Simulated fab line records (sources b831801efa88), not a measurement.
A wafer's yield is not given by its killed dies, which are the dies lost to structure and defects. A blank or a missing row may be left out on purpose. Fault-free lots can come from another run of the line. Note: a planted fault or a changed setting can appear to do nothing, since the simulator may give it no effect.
Which tool was responsible? -- flow gf180mcu -- 21 lots with 63 wafers sampled at 5 steps, on a route of 602 steps

## WHAT THE GAUGES SHOWED, per wafer
GF_TOP_METAL_THK_MEAS_06: measures by xrf. Usual: TOP_METAL_ALCU_THK typically reads 902 nm, with standard deviation 10.
lot,measured,on,TOP_METAL_ALCU_THK (nm),flag
L074,day 27 11:12,film_metro-03,912 923 915,
L075,day 27 22:09,film_metro-02,874 878 895,
L076,day 28 09:06,film_metro-03,903 905 903,
L077,day 28 19:20,film_metro-01,890 895 894,
L078,day 28 21:21,film_metro-03,905 905 896,
L079,day 29 00:46,film_metro-01,901 910 913,
L080,day 29 08:46,film_metro-02,899 907 896,
L081,day 29 19:25,film_metro-03,906 905 905,
L084,day 30 11:16,film_metro-02,883 878 888,
L083,day 30 13:07,film_metro-03,914 922 909,
L085,day 30 19:35,film_metro-03,895 901 908,
L086,day 31 03:39,film_metro-02,897 896 900,
L087,day 31 04:38,film_metro-01,898 898 901,
L088,day 31 11:35,film_metro-03,897 907 898,
L089,day 31 17:26,film_metro-02,900 893 893,
L090,day 32 04:51,film_metro-03,906 904 901,
L091,day 32 09:22,film_metro-02,890 899 903,
L093,day 32 19:26,film_metro-02,893 891 897,
L094,day 33 02:06,film_metro-03,923 917 915,
L095,day 33 01:29,film_metro-02,910 897 906,
L097,day 33 05:10,film_metro-01,902 904 878,

## WHAT TOOL EACH LOT RAN ON (gives the tool, then ch and the chambers of the sampled wafers, and finally the start)
lot,GF_M2_METAL_ETCH_16,GF_V3_STRIP_18,GF_MIM_STRIP_20,GF_M5_ETCH_09
L074,"rie_metal-04 ch 0, day 19 11:25","plasma_asher-04 ch 0,1, day 22 15:10","plasma_asher-02 ch 0,1, day 25 13:32","rie_diel-04 ch 0,3, day 26 11:33"
L075,"rie_metal-03 ch 0,1, day 20 01:28","plasma_asher-03 ch 0,1, day 23 03:19","plasma_asher-02 ch 0,1, day 26 01:29","rie_diel-01 ch 0,1,2, day 26 22:54"
L076,"rie_metal-03 ch 0, day 20 13:34","plasma_asher-02 ch 0,1, day 23 15:49","plasma_asher-02 ch 0,1, day 26 13:21","rie_diel-02 ch 1,2,3, day 27 09:47"
L077,"rie_metal-01 ch 1, day 21 02:35","plasma_asher-02 ch 0,1, day 24 03:38","plasma_asher-02 ch 0,1, day 27 00:22","rie_diel-02 ch 0,1, day 27 20:39"
L078,"rie_metal-04 ch 0,1, day 21 04:16","plasma_asher-04 ch 0,1, day 24 06:07","plasma_asher-03 ch 0,1, day 27 02:06","rie_diel-04 ch 0,2,3, day 27 22:38"
L079,"rie_metal-01 ch 1, day 21 08:44","plasma_asher-02 ch 0,1, day 24 10:01","plasma_asher-03 ch 0,1, day 27 05:45","rie_diel-01 ch 0,1,2, day 28 02:15"
L080,"rie_metal-04 ch 0,1, day 21 19:33","plasma_asher-02 ch 0,1, day 24 19:42","plasma_asher-02 ch 0,1, day 27 14:15","rie_diel-04 ch 0,1,3, day 28 10:14"
L081,"rie_metal-04 ch 0,1, day 22 07:11","plasma_asher-04 ch 0,1, day 25 06:58","plasma_asher-03 ch 0,1, day 28 01:13","rie_diel-04 ch 0,2,3, day 28 21:14"
L084,"rie_metal-01 ch 0, day 23 02:01","plasma_asher-03 ch 0,1, day 26 00:16","plasma_asher-02 ch 0,1, day 28 17:10","rie_diel-01 ch 0,2,3, day 29 13:15"
L083,"rie_metal-03 ch 0,1, day 23 02:18","plasma_asher-04 ch 0,1, day 26 01:30","plasma_asher-03 ch 0,1, day 28 18:56","rie_diel-02 ch 0,1, day 29 15:18"
L085,"rie_metal-03 ch 0,1, day 23 11:38","plasma_asher-04 ch 0, day 26 09:07","plasma_asher-03 ch 0,1, day 29 01:15","rie_diel-04 ch 0,3, day 29 21:33"
L086,"rie_metal-03 ch 0,1, day 23 21:29","plasma_asher-02 ch 0,1, day 26 18:44","plasma_asher-03 ch 0,1, day 29 10:12","rie_diel-01 ch 0,1, day 30 06:09"
L087,"rie_metal-03 ch 0,1, day 24 00:21","plasma_asher-02 ch 0,1, day 26 19:43","plasma_asher-03 ch 0,1, day 29 11:59","rie_diel-04 ch 0,1,3, day 30 06:48"
L088,"rie_metal-01 ch 0, day 24 07:59","plasma_asher-04 ch 0,1, day 27 03:49","plasma_asher-02 ch 0, day 29 18:48","rie_diel-01 ch 0,1, day 30 14:38"
L089,"rie_metal-03 ch 0,1, day 24 17:35","plasma_asher-04 ch 0,1, day 27 12:29","plasma_asher-02 ch 0,1, day 30 01:51","rie_diel-01 ch 0,3, day 30 20:56"
L090,"rie_metal-01 ch 0,1, day 25 04:45","plasma_asher-03 ch 0,1, day 27 22:59","plasma_asher-02 ch 0,1, day 30 12:57","rie_diel-04 ch 1,2, day 31 07:19"
L091,"rie_metal-03 ch 0,1, day 25 09:57","plasma_asher-02 ch 0, day 28 04:59","plasma_asher-01 ch 0,1, day 30 18:27","rie_diel-01 ch 0,1, day 31 12:47"
L093,"rie_metal-04 ch 0,1, day 25 23:31","plasma_asher-03 ch 0,1, day 28 16:33","plasma_asher-03 ch 0,1, day 31 05:26","rie_diel-02 ch 0,2,3, day 31 23:05"
L094,"rie_metal-01 ch 0,1, day 26 06:48","plasma_asher-02 ch 0,1, day 28 23:25","plasma_asher-02 ch 0,1, day 31 12:12","rie_diel-02 ch 2,3, day 32 05:59"
L095,"rie_metal-04 ch 0,1, day 26 08:06","plasma_asher-04 ch 0,1, day 28 23:47","plasma_asher-01 ch 0,1, day 31 11:54","rie_diel-04 ch 1,2, day 32 05:39"
L097,"rie_metal-01 ch 0,1, day 26 12:54","plasma_asher-02 ch 0,1, day 29 05:05","plasma_asher-03 ch 0,1, day 31 16:35","rie_diel-04 ch 0,1,3, day 32 10:03"
- GF_M2_METAL_ETCH_16: etches the open film in Cl2/BCl3, stops on SiO2, target depth 750.8 nm, time 125.1 s.
- GF_V3_STRIP_18: strips in O2/N2.
- GF_MIM_STRIP_20: strips in O2/N2.
- GF_M5_ETCH_09: etches Si3N4 in CF4/O2, target depth 52 nm, time 11.6 s.

## WHAT THE TOOLS THEMSELVES READ (means of the sampled wafers that have a number; where no wafer has one, the mark that the record gives instead)
GF_M2_METAL_ETCH_16. Usual: chamber_pressure_mTorr 8.001 mTorr, standard deviation 0.0079; drypump_motor_current_A 5.9 A, standard deviation 0.32; oes_product_au 0.988 a.u., standard deviation 0.0087; throttle_valve_pct 28.233 %, standard deviation 0.012.
lot,tool,chamber_pressure_mTorr (mTorr),drypump_motor_current_A (A),oes_product_au (a.u.),throttle_valve_pct (%),flag
L074,rie_metal-04,7.998,6.0,0.994,28.223,
L075,rie_metal-03,8.002,6.0,0.994,28.235,
L076,rie_metal-03,8.000,6.4,0.995,28.218,
L077,rie_metal-01,8.010,5.9,0.979,28.240,
L078,rie_metal-04,8.004,6.0,0.976,28.238,
L079,rie_metal-01,8.003,5.9,0.979,28.240,
L080,rie_metal-04,8.001,6.0,0.987,28.244,
L081,rie_metal-04,7.995,5.9,0.989,28.230,
L084,rie_metal-01,8.001,5.5,0.999,28.230,
L083,rie_metal-03,7.999,6.1,0.988,28.235,
L085,rie_metal-03,8.000,6.1,0.989,28.236,
L086,rie_metal-03,8.012,5.8,0.986,28.231,
L087,rie_metal-03,8.000,6.1,0.989,28.233,
L088,rie_metal-01,8.005,5.5,1.000,28.228,
L089,rie_metal-03,8.001,6.1,0.988,28.229,
L090,rie_metal-01,8.000,5.6,0.987,28.225,
L091,rie_metal-03,7.994,6.0,0.991,28.224,
L093,rie_metal-04,7.996,5.9,0.983,28.228,
L094,rie_metal-01,8.001,5.6,0.997,28.221,
L095,rie_metal-04,8.005,5.9,0.987,28.248,
L097,rie_metal-01,8.007,5.7,0.984,28.235,

GF_V3_STRIP_18. Usual: chamber_pressure_mTorr 1500.2 mTorr, standard deviation 1.4; drypump_motor_current_A 5.5 A, standard deviation 0.32; heater_power_w 348 W, standard deviation 33; n2_flow_sccm 299.7 sccm, standard deviation 0.95; oes_product_au 0.593 a.u., standard deviation 0.0044.
lot,tool,chamber_pressure_mTorr (mTorr),drypump_motor_current_A (A),heater_power_w (W),n2_flow_sccm (sccm),oes_product_au (a.u.),flag
L074,plasma_asher-04,1500.8,5.6,348,299.5,0.591,
L075,plasma_asher-03,1500.4,5.8,400,300.7,0.595,
L076,plasma_asher-02,1501.9,5.2,334,299.4,0.587,
L077,plasma_asher-02,1500.2,5.3,348,299.6,0.593,
L078,plasma_asher-04,1499.8,5.6,347,301.1,0.593,
L079,plasma_asher-02,1501.1,5.2,338,299.1,0.597,
L080,plasma_asher-02,1500.2,5.2,335,299.5,0.592,
L081,plasma_asher-04,1498.5,5.5,328,300.4,0.595,
L084,plasma_asher-03,1500.8,6.1,393,299.9,0.590,
L083,plasma_asher-04,1499.7,5.6,347,299.6,0.597,
L085,plasma_asher-04,1501.2,5.7,374,299.6,0.591,
L086,plasma_asher-02,1499.7,5.3,349,299.6,0.591,
L087,plasma_asher-02,1499.8,5.3,344,299.2,0.591,
L088,plasma_asher-04,1499.9,5.5,326,299.7,0.596,
L089,plasma_asher-04,1501.0,5.6,347,300.9,0.594,
L090,plasma_asher-03,1500.4,6.1,393,299.6,0.591,
L091,plasma_asher-02,1499.9,5.1,327,298.8,0.599,
L093,plasma_asher-03,1500.0,5.9,394,299.6,0.595,
L094,plasma_asher-02,1500.1,5.3,352,300.3,0.591,
L095,plasma_asher-04,1499.5,5.6,352,300.1,0.596,
L097,plasma_asher-02,1498.5,5.3,339,300.0,0.589,

GF_MIM_STRIP_20. Usual: chamber_pressure_mTorr 1500.0 mTorr, standard deviation 1.4; drypump_motor_current_A 5.7 A, standard deviation 0.45; heater_power_w 367 W, standard deviation 29; n2_flow_sccm 300.0 sccm, standard deviation 0.81; oes_product_au 0.693 a.u., standard deviation 0.0047; strip_time_to_endpoint_s 11.25 s, standard deviation 0.047.
lot,tool,chamber_pressure_mTorr (mTorr),drypump_motor_current_A (A),heater_power_w (W),n2_flow_sccm (sccm),oes_product_au (a.u.),strip_time_to_endpoint_s (s),flag
L074,plasma_asher-02,1500.0,5.3,336,300.3,0.693,11.28,
L075,plasma_asher-02,1498.8,5.3,346,301.1,0.691,11.20,
L076,plasma_asher-02,1498.7,5.3,344,300.2,0.697,11.24,
L077,plasma_asher-02,1500.1,5.3,336,300.2,0.693,11.27,
L078,plasma_asher-03,1501.3,5.9,400,300.2,0.692,11.26,
L079,plasma_asher-03,1500.0,5.8,397,300.3,0.696,11.22,
L080,plasma_asher-02,1500.6,5.3,338,299.8,0.695,11.30,
L081,plasma_asher-03,1498.1,6.1,385,299.2,0.692,11.32,
L084,plasma_asher-02,1500.6,5.3,348,299.8,0.692,11.25,
L083,plasma_asher-03,1499.6,6.1,391,300.1,0.691,11.26,
L085,plasma_asher-03,1500.1,6.1,395,300.7,0.697,11.22,
L086,plasma_asher-03,1499.5,6.1,395,300.0,0.693,11.22,
L087,plasma_asher-03,1499.3,5.8,396,299.5,0.702,11.30,
L088,plasma_asher-02,1500.9,5.1,329,298.8,0.689,11.24,
L089,plasma_asher-02,1500.3,5.3,345,300.2,0.688,11.26,
L090,plasma_asher-02,1500.4,5.3,349,300.4,0.690,11.21,
L091,plasma_asher-01,1499.7,5.5,344,301.4,0.692,11.23,
L093,plasma_asher-03,1500.5,5.9,400,300.1,0.694,11.28,
L094,plasma_asher-02,1500.6,5.2,332,300.0,0.694,11.23,
L095,plasma_asher-01,1499.5,5.5,340,300.0,0.693,11.28,
L097,plasma_asher-03,1500.9,5.9,397,301.0,0.691,11.25,

GF_M5_ETCH_09. Usual: chamber_pressure_mTorr 149.99 mTorr, standard deviation 0.13; drypump_motor_current_A 5.5 A, standard deviation 0.39; oes_product_au 0.998 a.u., standard deviation 0.0089; throttle_valve_pct 5.970 %, standard deviation 0.0085.
lot,tool,chamber_pressure_mTorr (mTorr),drypump_motor_current_A (A),oes_product_au (a.u.),throttle_valve_pct (%),flag
L074,rie_diel-04,150.00,5.5,0.989,5.966,
L075,rie_diel-01,149.96,5.5,1.000,5.967,
L076,rie_diel-02,150.14,5.6,0.996,5.971,
L077,rie_diel-02,149.95,5.2,1.011,5.968,
L078,rie_diel-04,149.79,5.4,1.001,5.963,
L079,rie_diel-01,150.01,5.5,0.996,5.967,
L080,rie_diel-04,149.80,5.7,1.003,5.967,
L081,rie_diel-04,149.96,5.4,0.990,5.963,
L084,rie_diel-01,149.89,5.6,1.000,5.971,
L083,rie_diel-02,150.06,5.2,1.008,5.972,
L085,rie_diel-04,150.01,5.5,0.990,5.969,
L086,rie_diel-01,149.93,5.3,0.998,5.974,
L087,rie_diel-04,149.91,5.7,0.998,5.975,
L088,rie_diel-01,150.09,5.6,0.992,5.972,
L089,rie_diel-01,149.93,5.7,0.990,5.965,
L090,rie_diel-04,150.00,5.4,0.993,5.968,
L091,rie_diel-01,149.97,5.3,1.000,5.976,
L093,rie_diel-02,150.10,5.3,1.004,5.969,
L094,rie_diel-02,149.94,5.5,0.996,5.970,
L095,rie_diel-04,149.96,5.3,1.000,5.969,
L097,rie_diel-04,149.96,5.7,0.986,5.969,

## THE ANSWER, worked out from the rows above alone
Rule: a lot counts as off when the mean over its wafers that have a number is more than 3 standard deviations away from the usual mean. Also off: a lot with no number at a reading for which 4 or more lots have one. The other lots that the step has rows for count as sound. First the gauges in route order, then the tools' own readings, where a lot's mean is used as printed above. The first step at which some lot is off is used, and at that step the reading that is off furthest; a lot without a number counts as furthest.
Nothing can be told from this: no lot is off at any reading shown.

## WHAT HAD BEEN PUT IN BY THE SIMULATOR
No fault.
